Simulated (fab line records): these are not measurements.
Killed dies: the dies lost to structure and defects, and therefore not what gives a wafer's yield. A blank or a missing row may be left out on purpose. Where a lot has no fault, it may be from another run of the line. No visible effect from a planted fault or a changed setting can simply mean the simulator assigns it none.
Which tool did it? :: flow gf180mcu :: 12 lots, 36 wafers sampled, at 2 steps of a route of 602

== WHAT THE GAUGES SHOWED, per wafer ==
GF_CONTACT_THK_MEAS_03.
lot: L075
measured: day 15 07:44
on: film-metro-01
CONTACT_CVD_02_THK (nm): 846 848 850

lot: L077
measured: day 16 01:38
on: film-metro-04
CONTACT_CVD_02_THK (nm): 852 877 867

lot: L079
measured: day 17 03:46
on: film-metro-01
CONTACT_CVD_02_THK (nm): 856 867 863

lot: L081
measured: day 17 21:22
on: film-metro-04
CONTACT_CVD_02_THK (nm): 857 872 877

lot: L083
measured: day 18 09:08
on: film-metro-01
CONTACT_CVD_02_THK (nm): 858 857 870

lot: L085
measured: day 19 16:57
on: film-metro-01
CONTACT_CVD_02_THK (nm): 855 848 865

lot: L087
measured: day 20 08:56
on: film-metro-03
CONTACT_CVD_02_THK (nm): 867 870 864

lot: L089
measured: day 21 00:01
on: film-metro-04
CONTACT_CVD_02_THK (nm): 858 862 862

lot: L091
measured: day 21 16:17
on: film-metro-01
CONTACT_CVD_02_THK (nm): 840 864 859

lot: L093
measured: day 21 21:27
on: film-metro-04
CONTACT_CVD_02_THK (nm): 838 864 867

lot: L095
measured: day 22 11:19
on: film-metro-01
CONTACT_CVD_02_THK (nm): 860 873 862

lot: L097
measured: day 23 03:23
on: film-metro-03
CONTACT_CVD_02_THK (nm): 853 867 875

== EACH LOT AND THE TOOL THAT RAN IT (in order: tool; ch and the chambers of the sampled wafers; start) ==
lot: L075
GF_CONTACT_CVD_02: pecvd-04 ch 0,1,2, day 15 07:40

lot: L077
GF_CONTACT_CVD_02: pecvd-04 ch 1,2, day 16 01:32

lot: L079
GF_CONTACT_CVD_02: pecvd-02 ch 0,1, day 17 03:41

lot: L081
GF_CONTACT_CVD_02: pecvd-01 ch 0,2, day 17 21:17

lot: L083
GF_CONTACT_CVD_02: pecvd-01 ch 0,1,2, day 18 09:05

lot: L085
GF_CONTACT_CVD_02: pecvd-01 ch 0,2, day 19 16:53

lot: L087
GF_CONTACT_CVD_02: pecvd-01 ch 0,1,2, day 20 08:51

lot: L089
GF_CONTACT_CVD_02: pecvd-01 ch 0,1,2, day 20 23:56

lot: L091
GF_CONTACT_CVD_02: pecvd-04 ch 0,1,2, day 21 16:11

lot: L093
GF_CONTACT_CVD_02: pecvd-02 ch 0,1,2, day 21 21:22

lot: L095
GF_CONTACT_CVD_02: pecvd-02 ch 1,2, day 22 11:14

lot: L097
GF_CONTACT_CVD_02: pecvd-04 ch 0,1,2, day 23 03:18
- GF_CONTACT_CVD_02: deposits SiO2 from TEOS, target thk 860 nm, time 95.992 s.

== THE ANSWER, worked out from the rows above alone ==
Rule: usual is defined by the lots themselves. Put in order of their means at a reading, lots are off if they are a third of the lots or fewer, leave a main group of 4 or more, and stand apart from it by a gap of 3 or more times the standard deviation of the main group's means; of several such gaps the widest counts. The tables above print the reading to a certain number of digits; a main group whose means all agree to those digits is not used. A lot without any number at a reading at which 4 lots or more have one is off too. The other lots that the step has rows for count as sound.
Nothing can be told from this: no lot is off at any reading shown.

== WHAT HAD BEEN PUT IN BY THE SIMULATOR ==
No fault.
